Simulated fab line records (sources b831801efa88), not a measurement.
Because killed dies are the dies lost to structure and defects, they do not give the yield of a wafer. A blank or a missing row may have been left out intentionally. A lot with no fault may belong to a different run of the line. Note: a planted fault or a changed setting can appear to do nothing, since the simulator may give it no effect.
8D (eight disciplines) problem report, filled in by code	flow sky130	the parts of the form that need people (team, actions taken, sign-off) are left out

## 1. THE PROBLEM
Mean of chamber pressure pa at SKY_METAL2_SPUTTER_03: 0.3477 Pa across 3 wafers in 2 lots; on wafers with no fault it is 0.4000 Pa (standard deviation 0.00079). Relative to the usual mean, that is a shift of -66 standard deviations.
The step: material Ti, target thk 5 nm, time 3.3 s.
The first sign was on wafer L207.1 at day 38 00:21, on pvd sputter-03. The record holds 18 wafers of 6 lots with a number at this step. Rule for "out" (also "out of limits"): further than 4 standard deviations from the usual mean. The other wafers with a number count as sound.

## 2. WHAT IT IS, WHAT IT ISN'T
question	is	is not
which readings at this step	chamber pressure pa	throttle valve pct
which lots	L207, L208	L202, L205, L211, L216
which wafers of those lots	L207.1, L207.6, L208.1	L207.4, L208.3, L208.6
read on which tools	pvd sputter-03	pvd sputter-02
when	from day 38 00:21	up to then (7 sound wafers); but 8 sound wafers of L208, L211, L216 came after

## 3. SUSPECTS, AND WHAT RULES EACH OUT
Counting: a tool at a process step up to the reading stays a suspect if it ran every lot that is out. Sound lots after the first of them don't rule it out here, since some wafers of a struck lot are sound.
- cmp-02 at SKY_VIA1_CMP_24 (polishes, stops on SiO2, t overpolish 15 s, target thk 0 nm): kept. It ran every lot that is out, first L207 (day 38 00:02).
- pvd sputter-03 at SKY_METAL2_SPUTTER_00 (material Ti, target thk 15 nm, time 10 s): kept. Every lot that is out went through it, the first being L207 (day 38 00:17); the last sound lot it ran before that was L205 (day 37 09:53).
- pvd sputter-03 at SKY_METAL2_SPUTTER_01 (material TiN, target thk 20 nm, time 16.7 s): kept. Every lot that is out went through it, the first being L207 (day 38 00:18); the last sound lot it ran before that was L205 (day 37 09:54).
- pvd sputter-03 at SKY_METAL2_SPUTTER_02 (material AlCu, target thk 250 nm, time 13.3 s): kept. Every lot that is out went through it, the first being L207 (day 38 00:20); the last sound lot it ran before that was L205 (day 37 09:56).
- pvd sputter-03 at SKY_METAL2_SPUTTER_03 (material Ti, target thk 5 nm, time 3.3 s): kept. Every lot that is out went through it, the first being L207 (day 38 00:21); the last sound lot it ran before that was L205 (day 37 09:57). Its own readings are out on those wafers: chamber pressure pa.
Left after counting: cmp-02 at SKY_VIA1_CMP_24, pvd sputter-03 at SKY_METAL2_SPUTTER_00, pvd sputter-03 at SKY_METAL2_SPUTTER_01, pvd sputter-03 at SKY_METAL2_SPUTTER_02, pvd sputter-03 at SKY_METAL2_SPUTTER_03.

## 4. THE CAUSE (what the simulator had put in)
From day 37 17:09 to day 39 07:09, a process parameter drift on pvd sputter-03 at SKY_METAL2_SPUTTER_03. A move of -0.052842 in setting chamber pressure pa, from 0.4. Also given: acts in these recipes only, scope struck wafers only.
Counting leaves 5 suspects; this tool is one of them.

## 5. THE CHAIN OF EFFECTS, in route order
Each row: a reading whose mean over the struck wafers that have a number lies more than 3 standard deviations from the usual. Readings are gone through only where the record gives a usual standard deviation; hours: the median, over the lots, of the time from a lot's start at the first step in this table giving one to that lot's start at this step; sigmas: the change measured in usual standard deviations.
hours	step	reading	usual	on struck wafers	change	sigmas
0	SKY_METAL2_SPUTTER_03	chamber pressure pa	0.4000 Pa	0.3477	-0.0523	-66
Here are the process steps it includes:
- SKY_METAL2_SPUTTER_03: material Ti, target thk 5 nm, time 3.3 s.

## 6. HOW IT WOULD HAVE BEEN CAUGHT EARLIER
In this record the first reading out of limits was taken at day 38 00:21, 7 hours after the fault began at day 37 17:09.
